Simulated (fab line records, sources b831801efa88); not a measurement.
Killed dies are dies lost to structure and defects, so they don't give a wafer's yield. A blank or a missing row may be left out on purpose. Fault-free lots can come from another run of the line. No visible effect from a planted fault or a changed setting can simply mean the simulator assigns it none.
Which tool did it? -- flow sky130 -- 36 wafers from 13 lots sampled at 6 of the route's 708 steps

## WHAT THE GAUGES SHOWED, per wafer
SKY_FIELD_ISO_THK_MEAS_23. Usual: FIELD_ISO_OXIDATION_01_THK 9.99 nm, standard deviation 0.18.
lot,measured,on,FIELD_ISO_OXIDATION_01_THK (nm),flag
L116,day 2 11:18,filmMetro-04,10.20 10.05 10.25,
L117,day 2 19:59,filmMetro-02,9.92 10.13 10.09,
L118,day 2 22:52,filmMetro-02,9.90 10.17 9.85,
L119,day 3 05:20,filmMetro-02,10.14 10.11 9.92,
L121,day 3 16:13,filmMetro-04,9.75 9.60 9.66,
L122,day 3 18:47,filmMetro-02,9.87 9.88 10.00,
L125,day 4 11:42,filmMetro-02,9.78 10.02,
L126,day 4 17:30,filmMetro-02,9.78 9.79,
L127,day 4 21:41,filmMetro-02,9.97 9.98 9.90,
L128,day 5 02:04,filmMetro-02,10.02 10.09,
L135,day 6 15:41,filmMetro-01,10.02 9.89 10.01,
L136,day 6 21:02,filmMetro-04,10.17 10.00 10.04,
L138,day 7 06:43,filmMetro-02,10.14 9.78 9.82,

SKY_FIELD_ISO_THK_MEAS_25. Usual: FIELD_ISO_CVD_24_THK 594 nm, standard deviation 5.4.
lot,measured,on,FIELD_ISO_CVD_24_THK (nm),flag
L116,day 2 11:26,filmMetro-01,594 595 592,
L117,day 2 20:07,filmMetro-04,595 587 593,
L118,day 2 22:59,filmMetro-04,596 597 588,
L119,day 3 05:28,filmMetro-01,594 596 591,
L121,day 3 16:21,filmMetro-02,598 590 604,
L122,day 3 18:55,filmMetro-01,599 591 601,
L125,day 4 11:50,filmMetro-04,252 603,OFF
L126,day 4 17:38,filmMetro-01,247 589,OFF
L127,day 4 21:49,filmMetro-04,595 596 602,
L128,day 5 02:11,filmMetro-04,248 596,OFF
L135,day 6 15:50,filmMetro-04,597 598 590,
L136,day 6 21:10,filmMetro-01,596 595 593,
L138,day 7 06:52,filmMetro-01,588 587 593,

SKY_NWELL_THK_MEAS_02. Usual: NWELL_OXIDATION_THK 10.01 nm, standard deviation 0.22.
lot,measured,on,NWELL_OXIDATION_THK (nm),flag
L116,day 2 16:03,filmMetro-04,9.89 9.95 9.91,
L117,day 3 04:08,filmMetro-03,9.71 9.92 9.88,
L118,day 3 08:14,filmMetro-03,9.93 10.06 9.80,
L119,day 3 13:32,filmMetro-03,10.04 9.96 9.88,
L121,day 3 22:45,filmMetro-03,10.48 10.48 10.42,
L122,day 4 01:39,filmMetro-03,10.18 10.08 10.20,
L125,day 4 16:20,filmMetro-04,10.02,
L126,day 4 22:47,filmMetro-03,10.23,
L127,day 5 01:41,filmMetro-04,10.23 10.31 10.19,
L128,day 5 06:27,filmMetro-02,10.08,
L135,day 6 20:55,filmMetro-02,10.16 10.07 9.98,
L136,day 7 01:55,filmMetro-03,9.69 9.80 9.81,
L138,day 7 11:52,filmMetro-03,9.95 9.91 9.80,

SKY_NWELL_OVL_MEAS_10. Usual: NWELL_00_OVL 0.0 nm, standard deviation 1.8.
lot,measured,on,NWELL_00_OVL (nm),flag
L116,day 4 16:42,overlay-01,-0.1 -1.8 -2.6,
L117,day 5 05:46,overlay-01,-1.1 -2.5 -0.6,
L118,day 5 10:06,overlay-02,-0.9 -0.5 -0.7,
L119,day 5 17:31,overlay-02,2.8 1.3 3.0,
L121,day 6 02:48,overlay-02,-0.3 0.5 1.1,
L122,day 6 06:35,overlay-02,2.1 1.2 0.4,
L125,day 6 23:49,overlay-02,-0.4,
L126,day 7 08:23,overlay-01,-1.5,
L127,day 7 11:22,overlay-01,-0.1 -1.6 -3.1,
L128,day 7 15:22,overlay-01,1.9,
L135,day 9 11:20,overlay-02,-1.1 -1.0 -1.4,
L136,day 9 17:04,overlay-02,0.0 1.6 0.5,
L138,day 10 03:06,overlay-02,1.0 1.7 -0.1,

## WHICH TOOL RAN EACH LOT (tool, then ch and the chambers of the sampled wafers, then the start)
lot,SKY_FIELD_ISO_CVD_24,SKY_FIELD_ISO_CMP_27
L116,"hdpcvd-01 ch 0,1,2, day 2 11:20","cmp-01 ch 0,2,3, day 2 13:48"
L117,"hdpcvd-01 ch 0,1,2, day 2 20:03","cmp-01 ch 1,2, day 2 21:41"
L118,"hdpcvd-02 ch 0,2, day 2 22:55","cmp-01 ch 0,1,2, day 3 03:07"
L119,"hdpcvd-02 ch 0,1, day 3 05:22","cmp-02 ch 0,2,3, day 3 09:43"
L121,"hdpcvd-02 ch 0,1, day 3 16:17","cmp-02 ch 1,2, day 3 18:45"
L122,"hdpcvd-01 ch 0,1,2, day 3 18:51","cmp-01 ch 0,1,2, day 3 21:55"
L125,"hdpcvd-01 ch 0, day 4 11:46","cmp-01 ch 0,3, day 4 13:29"
L126,"hdpcvd-01 ch 0,2, day 4 17:34","cmp-01 ch 1,3, day 4 20:02"
L127,"hdpcvd-02 ch 0,1, day 4 21:45","cmp-01 ch 1,2,3, day 4 23:23"
L128,"hdpcvd-01 ch 2, day 5 02:07","cmp-01 ch 3, day 5 03:48"
L135,"hdpcvd-02 ch 0,2, day 6 15:44","cmp-01 ch 0,2,3, day 6 18:40"
L136,"hdpcvd-02 ch 0,2, day 6 21:05","cmp-01 ch 0,1,3, day 6 22:49"
L138,"hdpcvd-02 ch 1,2, day 7 06:47","cmp-01 ch 2,3, day 7 08:28"
- SKY_FIELD_ISO_CVD_24: deposits SiO2, target thk 595 nm, time 99.2 s.
- SKY_FIELD_ISO_CMP_27: polishes, stops on Si3N4, t overpolish 16 s, target thk 457.8 nm.

## AS READ BY THE TOOLS THEMSELVES (means over the sampled wafers that have a number; for cases with no such wafer, the mark the record gives instead)
SKY_FIELD_ISO_CMP_27. Usual: motorCurrentA 11.9 A, standard deviation 1.1; slurryFlowMlMin 150.0, standard deviation 0.47; timeToEndpointS 112 s, standard deviation 5.3.
lot,tool,motorCurrentA (A),slurryFlowMlMin,timeToEndpointS (s),flag
L116,cmp-01,11.6,149.9,117,
L117,cmp-01,12.6,150.3,117,
L118,cmp-01,12.4,150.3,115,
L119,cmp-02,12.4,150.1,116,
L121,cmp-02,12.7,150.6,121,
L122,cmp-01,12.0,149.9,114,
L125,cmp-01,11.3,150.3,78,OFF
L126,cmp-01,10.9,149.8,75,OFF
L127,cmp-01,11.0,150.3,105,
L128,cmp-01,10.2,150.3,78,OFF
L135,cmp-01,11.8,149.7,111,
L136,cmp-01,11.4,149.8,114,
L138,cmp-01,11.9,150.1,110,

## THE ANSWER, worked out from the rows above alone
Rule: a lot is off if the mean of its wafers that have a number lies more than 3 standard deviations from the usual mean. A lot without any number at a reading at which 4 lots or more have one is off too. Where the step has rows for the other lots, those lots are counted as sound. First the gauges in route order, then the tools' own readings, where a lot's mean is used as printed above. At the first step where some lot is off, the reading lying furthest off is the one used; lots without a number count as furthest.
Off: L125, L126, L128, at SKY_FIELD_ISO_THK_MEAS_25 (FIELD_ISO_CVD_24_THK).
A tool fits if, at a process step before that reading, it ran every lot that is off, and no sound lot after the first of them. Not tried: the gauges at SKY_FIELD_ISO_THK_MEAS_25; whatever is off there is also off at SKY_FIELD_ISO_CMP_27, on other tools, and gauge error can't account for it. One fits: hdpcvd-01 at SKY_FIELD_ISO_CVD_24. A fault onset in the window from L122 (day 3 18:51, its last sound lot) to L125 (day 4 11:46, its first lot off) fits.

## WHAT THE SIMULATOR HAD INSERTED
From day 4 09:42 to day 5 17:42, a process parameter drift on hdpcvd-01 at SKY_FIELD_ISO_CVD_24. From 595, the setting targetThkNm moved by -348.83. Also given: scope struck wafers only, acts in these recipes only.
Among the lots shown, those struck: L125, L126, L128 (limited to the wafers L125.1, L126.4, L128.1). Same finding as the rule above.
